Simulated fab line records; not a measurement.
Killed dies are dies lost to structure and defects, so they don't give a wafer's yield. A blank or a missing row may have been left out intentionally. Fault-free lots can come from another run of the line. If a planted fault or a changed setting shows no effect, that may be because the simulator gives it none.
fab line records    flow sky130
record: lots: 7  wafers: 21  last-day: 50
route steps=708 shown PASSIVATION@689 PAD_OPEN@694
lots that met no fault: taken from a fault-free run of the same line
start-h: start of the lot's first displayed wafer, in hours after the record's first day    wait-h: hours since the lot's step before    " identical to the entry in the row above    L1.1+2: several wafers, shown together as one row    - no value, or no start was given    * or withheld: withheld    < > ~ a bound
route shown NAME@n: a module of which the file shows steps, and the number in the route of the first    usual: average and standard deviation across the fault-free wafers    same: alike in all rows    chamber/n: place in a boat    sites: per-site readings    _std_site: standard deviation of those values    _edge_site: inner sites' mean taken away from outer sites' mean    radius-mm: for every site, how far away it sits from the centre of the wafer    mask NAME#n: copy n    behind: the most recent tool/chamber to have shaped the wafer    hold: cause of the lot's hold/its duration in hours/its outcome    device: which transistor (n, p or np) failed to switch    end of line: the same wafers' tests at the end of the route    a step without rows: its recipe alone    killed: not the wafer's yield, but the dies lost to structure and defects at the first sort    map: dies across one wafer; x = killed, . = not, _ = none there
set.NAME: setting as actually run; set.NAME@STEP: the setting as run at that earlier step    model.NAME: the simulator's own value behind a step, which no gauge read
certain route steps with their lots: each step a table, each wafer a row
services: the hour from which a tool's chamber was out of use, counted from the record's first day as start-h (under 0 if before that day), plus the number of hours and why
== steps ==
step: SKY_PASSIVATION_EXPOSE_08
recipe: mask-id: NSM  target-cd-nm: 3000  na: 0.57  dose-mj: 260
step: SKY_PASSIVATION_PEB_09
recipe: temp-c: 115  time-s: withheld
step: SKY_PASSIVATION_DEVELOP_10
recipe: develop-time-s: 60  dev-temp-c: 23
step: SKY_PASSIVATION_ETCH_11
recipe: chemistry: CF4/O2  target-depth-nm: 725  stop-on: AlCu  source-w: 800  bias-w: 150  pressure-mtorr: 150  cf4-flow-sccm: 80  O2_flow_sccm: 10  time-s: 161.1
usual: O2_flow_sccm: 9.999/0.029  bias-w: 150.0/0.47  drypump-motor-current-A: 5.9/0.46  oes-product-au: 0.977/0.0062  rf-fwd-power-W: 797.2/2.6  throttle-valve-pct: 5.964/0.0088
lot.wafer  tool         chamber  start-h  wait-h  O2_flow_sccm  bias-w  drypump-motor-current-A  oes-product-au  rf-fwd-power-W  rf-hours-counter-h  throttle-valve-pct
L735.2     rie-diel-01  0        1091.49  -       9.969         150.2   5.6                      0.977           796.1           1                   5.965
L735.3     "            3        "        "       9.997         150.4   5.5                      0.982           800.7           19                  5.980
L735.4     "            1        "        "       9.984         149.9   5.6                      0.985           796.2           23                  5.950
L743.1     rie-diel-01  3        1136.64  -       10.003        150.1   5.5                      0.973           797.8           20                  5.972
L743.2     "            0        "        "       9.993         149.5   5.6                      0.971           800.1           3                   5.963
L743.5     "            2        "        "       9.977         150.8   6.1                      0.987           797.1           -                   5.959
L747.3     rie-diel-01  2        1144.30  -       10.017        150.0   6.1                      0.977           793.7           28                  5.965
L747.5     "            3        "        "       10.004        150.1   5.4                      0.973           800.7           -                   5.967
L747.6     "            0        "        "       9.978         150.7   5.6                      0.981           793.8           -                   5.966
L748.1     rie-diel-03  1        1155.15  -       10.035        150.2   6.4                      0.977           799.9           8                   5.952
L748.4     "            3        "        "       9.993         150.2   5.9                      0.989           795.1           14                  5.950
L748.6     "            0        "        "       10.012        150.4   6.5                      0.967           796.6           -                   5.968
L749.2     rie-diel-02  3        1158.64  -       10.073        149.9   5.0                      0.984           803.6           26                  5.959
L749.3     "            1        "        "       10.011        150.6   5.4                      0.970           798.4           12                  5.950
L749.4     "            0        "        "       10.014        150.1   6.5                      0.980           795.7           2                   5.971
L750.2     rie-diel-02  2        1161.91  -       9.936         150.2   5.7                      0.980           797.3           20                  5.969
L750.3     "            1        "        "       10.085        150.5   5.4                      0.977           804.3           13                  5.968
L750.6     "            1        "        "       10.018        150.1   5.4                      0.984           796.5           -                   5.966
L753.1     rie-diel-03  2        1179.46  -       10.022        150.2   5.8                      0.970           799.6           16                  5.969
L753.2     "            3        "        "       9.966         149.6   5.9                      0.978           795.6           15                  5.962
L753.5     "            3        "        "       9.987         149.3   5.9                      0.977           794.0           -                   5.967
step: SKY_PASSIVATION_STRIP_12
recipe: chemistry: O2/N2  power-w: 1400  pressure-mtorr: 1500  platen-temp-c: withheld  overash-fraction: 0.7  o2-flow-sccm: 3000  n2-flow-sccm: 300
usual: drypump-motor-current-A: 5.5/0.44  oes-product-au: 0.661/0.0043  strip-time-to-endpoint-s: 31.55/0.13
lot.wafer  tool             chamber  start-h  wait-h  drypump-motor-current-A  oes-product-au  rf-hours-counter-h  strip-time-to-endpoint-s
L735.2     plasma-asher-03  0        1091.60  0.1     4.8                      0.652           34                  31.32
L735.3     "                0        "        "       4.8                      0.667           -                   31.61
L735.4     "                1        "        "       5.5                      0.666           -                   31.59
L743.1     plasma-asher-01  0        1136.75  0.1     5.5                      0.667           99                  31.56
L743.2     "                1        "        "       5.2                      0.662           99                  31.42
L743.5     "                1        "        "       5.2                      0.664           -                   31.42
L747.3     plasma-asher-01  1        1144.44  0.1     5.2                      0.659           -                   31.54
L747.5     "                0        "        "       5.5                      0.662           -                   31.61
L747.6     "                1        "        "       5.2                      0.665           -                   31.58
L748.1     plasma-asher-03  1        1155.26  0.1     5.5                      0.659           40                  31.34
L748.4     "                1        "        "       5.5                      0.663           -                   31.54
L748.6     "                0        "        "       4.8                      0.662           -                   31.63
L749.2     plasma-asher-01  1        1158.75  0.1     5.2                      0.668           101                 31.65
L749.3     "                0        "        "       5.5                      0.654           -                   31.76
L749.4     "                1        "        "       5.2                      0.657           -                   31.58
L750.2     plasma-asher-03  0        1162.01  0.1     4.8                      0.657           41                  31.40
L750.3     "                0        "        "       4.8                      0.654           -                   31.58
L750.6     "                0        "        "       4.8                      0.659           -                   31.56
L753.1     plasma-asher-03  1        1179.56  0.1     5.5                      0.664           43                  31.64
L753.2     "                0        "        "       4.8                      0.660           43                  31.54
L753.5     "                1        "        "       5.5                      0.662           -                   31.61
step: SKY_PAD_OPEN_DEHYDRATE_00
recipe: temp-c: 200  time-s: 60
step: SKY_PAD_OPEN_HMDS_01
recipe: prime-time-s: 60  prime-temp-c: 120
step: SKY_PAD_OPEN_COAT_02
recipe: spin-rpm: 2000  resist-thk-nm: 3000
step: SKY_PAD_OPEN_SOFTBAKE_03
recipe: temp-c: 110  time-s: withheld
step: SKY_PAD_OPEN_EXPOSE_04
recipe: mask-id: PDM  target-cd-nm: 60000  na: 0.57  dose-mj: 260
step: SKY_PAD_OPEN_PEB_05
recipe: temp-c: 115  time-s: withheld
step: SKY_PAD_OPEN_DEVELOP_06
recipe: develop-time-s: 60  dev-temp-c: 23
step: SKY_PAD_OPEN_ETCH_07
recipe: chemistry: CF4/O2  target-depth-nm: 725  stop-on: AlCu  source-w: 800  bias-w: 150  pressure-mtorr: 150  cf4-flow-sccm: 80  O2_flow_sccm: 10  time-s: 164.9
usual: O2_flow_sccm: 10.01/0.03  cf4-flow-sccm: 80.00/0.23  drypump-motor-current-A: 5.7/0.38  oes-product-au: 0.975/0.0069  throttle-valve-pct: 5.963/0.011
lot.wafer  tool         chamber  start-h  wait-h  O2_flow_sccm  cf4-flow-sccm  drypump-motor-current-A  oes-product-au  rf-hours-counter-h  throttle-valve-pct
L735.2     rie-diel-04  1        1110.59  -       10.00         79.98          6.2                      0.978           20                  5.977
L735.3     "            3        "        "       10.01         80.55          5.7                      0.975           24                  5.954
L735.4     "            2        "        "       10.02         80.10          5.8                      0.985           26                  5.964
L743.1     rie-diel-04  2        1155.06  -       9.96          80.21          5.8                      0.974           27                  5.972
L743.2     "            3        "        "       10.02         80.01          5.7                      0.970           25                  5.961
L743.5     "            1        "        "       10.01         80.30          6.2                      0.972           -                   5.960
L747.3     rie-diel-02  2        1162.64  -       -             -              -                        -               -                   -
L747.5     "            1        "        "       -             -              -                        -               -                   -
L747.6     "            0        "        "       -             -              -                        -               -                   -
L748.1     rie-diel-04  0        1171.74  -       -             -              -                        -               -                   -
L748.4     "            3        "        "       -             -              -                        -               -                   -
L748.6     "            0        "        "       -             -              -                        -               -                   -
L749.2     rie-diel-01  3        1174.14  -       -             -              -                        -               -                   -
L749.3     "            2        "        "       -             -              -                        -               -                   -
L749.4     "            0        "        "       -             -              -                        -               -                   -
L750.2     rie-diel-01  0        1179.11  -       9.98          80.18          5.6                      0.978           4                   5.966
L750.3     "            3        "        "       9.98          79.61          5.5                      0.973           22                  5.978
L750.6     "            3        "        "       10.00         79.62          5.5                      0.974           -                   5.947
L753.1     rie-diel-02  2        1195.24  -       10.00         80.19          5.7                      0.969           21                  5.949
L753.2     "            1        "        "       9.99          79.62          5.4                      0.968           14                  5.968
L753.5     "            2        "        "       9.99          80.19          5.7                      0.978           -                   5.958
step: SKY_PAD_OPEN_STRIP_08
recipe: chemistry: O2/N2  power-w: 1400  pressure-mtorr: 1500  platen-temp-c: withheld  overash-fraction: 0.7  o2-flow-sccm: 3000  n2-flow-sccm: 300
usual: drypump-motor-current-A: 5.6/0.32  oes-product-au: 0.663/0.0047  strip-time-to-endpoint-s: 37.19/0.095
lot.wafer  tool             chamber  start-h  wait-h  drypump-motor-current-A  oes-product-au  rf-hours-counter-h  strip-time-to-endpoint-s
L735.2     plasma-asher-04  0        1110.70  0.1     5.3                      0.662           68                  37.15
L735.3     "                0        "        "       5.3                      0.672           -                   37.20
L735.4     "                1        "        "       5.6                      0.657           -                   37.27
L743.1     plasma-asher-01  0        1155.16  0.1     5.5                      0.656           101                 37.11
L743.2     "                1        "        "       5.2                      0.666           101                 37.20
L743.5     "                1        "        "       5.2                      0.666           -                   37.09
L747.3     plasma-asher-01  1        1162.78  0.1     5.2                      0.673           -                   37.10
L747.5     "                0        "        "       5.5                      0.664           -                   37.10
L747.6     "                1        "        "       5.2                      0.658           -                   37.09
L748.1     plasma-asher-01  0        1171.85  0.1     5.5                      0.661           103                 36.99
L748.4     "                1        "        "       5.2                      0.655           -                   36.89
L748.6     "                1        "        "       5.2                      0.671           -                   36.95
L749.2     plasma-asher-01  1        1174.25  0.1     5.2                      0.662           103                 36.89
L749.3     "                0        "        "       5.5                      0.667           -                   37.00
L749.4     "                1        "        "       5.2                      0.669           -                   37.05
L750.2     plasma-asher-04  0        1179.21  0.1     5.3                      0.662           75                  37.29
L750.3     "                1        "        "       5.6                      0.661           -                   37.20
L750.6     "                0        "        "       5.3                      0.659           -                   37.32
L753.1     plasma-asher-02  0        1195.35  0.1     6.0                      0.658           13                  37.16
L753.2     "                1        "        "       6.1                      0.663           13                  37.10
L753.5     "                1        "        "       6.1                      0.659           -                   37.20
== services ==
tool             chamber  start-h  hours  kind
plasma-asher-03  -        1072.60  3.7    repair
rie-diel-02      1        1072.77  1.5    repair
rie-diel-04      0        1079.63  10.9   repair
rie-diel-02      -        1081.38  14.6   pm
rie-diel-04      3        1094.00  6.2    repair
rie-diel-01      3        1106.15  9.7    repair
plasma-asher-04  -        1126.21  3.4    repair
rie-diel-01      -        1129.19  0.3    repair
rie-diel-02      0        1129.77  3.2    repair
plasma-asher-03  -        1134.15  1.8    repair
rie-diel-01      -        1148.42  4.3    pm
plasma-asher-04  -        1162.41  2.8    repair
plasma-asher-04  -        1171.37  0.7    repair
rie-diel-02      -        1172.71  0.6    repair
plasma-asher-01  -        1189.77  2.8    repair
rie-diel-01      3        1191.24  6.4    repair
rie-diel-03      3        1194.18  3.8    repair
== key ==
first-sign: step: SKY_PAD_OPEN_ETCH_07  reading: tool-record  direction: missing
effect none on later readings
model-effect: step: SKY_PAD_OPEN_PROBE_99  value: etest.met3.open  without: 0  struck: 1
met-at SKY_PAD_OPEN_ETCH_07
struck-wafers L747.3,L747.5,L747.6,L748.1,L748.4,L748.6,L749.2,L749.3,L749.4
later-rows-left-out L747.3,L747.5,L747.6,L748.1,L748.4,L748.6,L749.2,L749.3,L749.4
sort-left-out L747.3,L747.5,L747.6,L748.1,L748.4,L748.6,L749.2,L749.3,L749.4
onset-between 1155.06 1162.64
fault: kind: skipped-step-whole  tool: rie-diel-01,rie-diel-02,rie-diel-04  chamber: -  onset-h: 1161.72  steps: SKY_PAD_OPEN_ETCH_07  scope: struck-lots-only
sort-left-out: the simulated sort isn't trusted on such a fault, so these wafers' sort isn't shown, and their yield isn't known
later-rows-left-out: the simulator's readings of these wafers behind a module that went badly wrong aren't trusted and aren't shown, but for the sort
